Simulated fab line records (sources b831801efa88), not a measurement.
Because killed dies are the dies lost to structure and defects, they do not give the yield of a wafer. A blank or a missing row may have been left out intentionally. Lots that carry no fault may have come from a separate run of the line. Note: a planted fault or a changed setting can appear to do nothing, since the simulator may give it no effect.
Struck lot and sound lot, side by side | flow gf180mcu | 13 steps out of a route of 602
Sound: wafers L751.1, L751.3, L751.6. Struck: wafers L752.1, L752.3, L752.4. At the end, the cause is stated.
Each step with rows lists, per side, the tool, then ch with its chambers, then its first start. Under that, the readings that differ: sound wafers | struck wafers | difference of the means | sigmas: that difference in standard deviations of wafers without a fault.
alike: readings with means less than 2 such deviations apart, plus words and numbers identical on both sides. not compared: withheld readings, readings lacking a value on some wafer, bounds such as >300 that could conceal the same value, and numbers that have no deviation in the record and whose values overlap.
Wherever a step has rows on one side only, a row that says differs or no value, or a row with sigmas, the two part there. Non-overlapping numbers with no deviation appear without sigmas and do not part them. Lack of a reading on every wafer of one side parts them only where that side has two or more wafers.

GF_V5_CD_MEAS_14: target cd 260 nm.
  sound: cd_sem-01 at day 30 14:07; struck: cd_sem-02 at day 30 20:26
  alike: cd_nm
GF_V5_OVL_MEAS_15:
  sound: overlay-02 at day 30 14:14; struck: overlay-01 at day 30 20:34
  alike: V5_OVL
GF_V5_ETCH_16: etches BARC in N2/H2.
  sound on rie_diel-01 ch 0,1,2, day 30 14:17; struck on rie_diel-03 ch 0,1,3, day 30 20:35
  alike: drypump_motor_current_A, oes_product_au, rf_fwd_power_W, throttle_valve_pct
GF_V5_ETCH_17: etches SiO2 in C4F8/O2/Ar, stops on TiN, target depth 855 nm.
  sound on rie_diel-01 ch 0,1,2; struck on rie_diel-03 ch 0,1,3
  alike: oes_product_au, rf_fwd_power_W
GF_V5_STRIP_18: strips in O2/N2.
  sound on plasma_asher-01 ch 0,1, day 30 14:26; struck on plasma_asher-01 ch 0,1, day 30 20:45
  alike: drypump_motor_current_A, heater_power_w, oes_product_au, platen_temp_c
  not compared: rf_hours_counter_h
then, 2 steps without rows for these wafers: GF_V5_STRIP_19 (strips in post etch residue remover, time 1200 s); GF_V5_CLEAN_20 (cleans in DIW).
GF_V5_SPUTTER_21: material Ti, target thk 15 nm, time 80.02 s.
  sound: pvd_sputter-02 at day 30 15:00; struck: pvd_sputter-01 at day 30 21:17
  alike: throttle_valve_pct
GF_V5_SPUTTER_22: material TiN, target thk 10 nm, time 40 s.
  sound: pvd_sputter-02 at day 30 15:04; struck: pvd_sputter-01 at day 30 21:21
  alike: throttle_valve_pct
then, 1 step without rows for these wafers: GF_V5_CVD_23 (deposits W, target thk 350 nm, time 104.9 s).
GF_V5_RS_MEAS_24: measures by four-point-probe.
  sound: film_metro-04 at day 30 15:13; struck: film_metro-01 at day 30 21:30
  alike: V5_W_RS
GF_V5_THK_MEAS_25: measures by xrf.
  sound: film_metro-04 at day 30 15:20; struck: film_metro-01 at day 30 21:37
  alike: V5_W_THK
GF_V5_CMP_26: polishes, stops on SiO2, t overpolish 15 s, target thk 0 nm.
  sound on cmp-02 ch 1,2, day 30 15:24; struck on cmp-01 ch 0,1,3, day 30 21:44
  no value came back on the struck wafers for any of 5 readings (edge_zone_pressure_frac, head_pressure_psi (psi) and others); on the sound wafers edge_zone_pressure_frac reads 0.997 0.996 1.002
  reading                          | sound | struck            | difference | sigmas
  model.W_of_V5_CVD_23.thk_nm (nm) | 0 0 0 | 352.7 349.6 351.6 | +351.3     |

== WHERE THEY PART ==
Only at GF_V5_CMP_26, as far as this record shows.

WHY: the cause the simulator had injected
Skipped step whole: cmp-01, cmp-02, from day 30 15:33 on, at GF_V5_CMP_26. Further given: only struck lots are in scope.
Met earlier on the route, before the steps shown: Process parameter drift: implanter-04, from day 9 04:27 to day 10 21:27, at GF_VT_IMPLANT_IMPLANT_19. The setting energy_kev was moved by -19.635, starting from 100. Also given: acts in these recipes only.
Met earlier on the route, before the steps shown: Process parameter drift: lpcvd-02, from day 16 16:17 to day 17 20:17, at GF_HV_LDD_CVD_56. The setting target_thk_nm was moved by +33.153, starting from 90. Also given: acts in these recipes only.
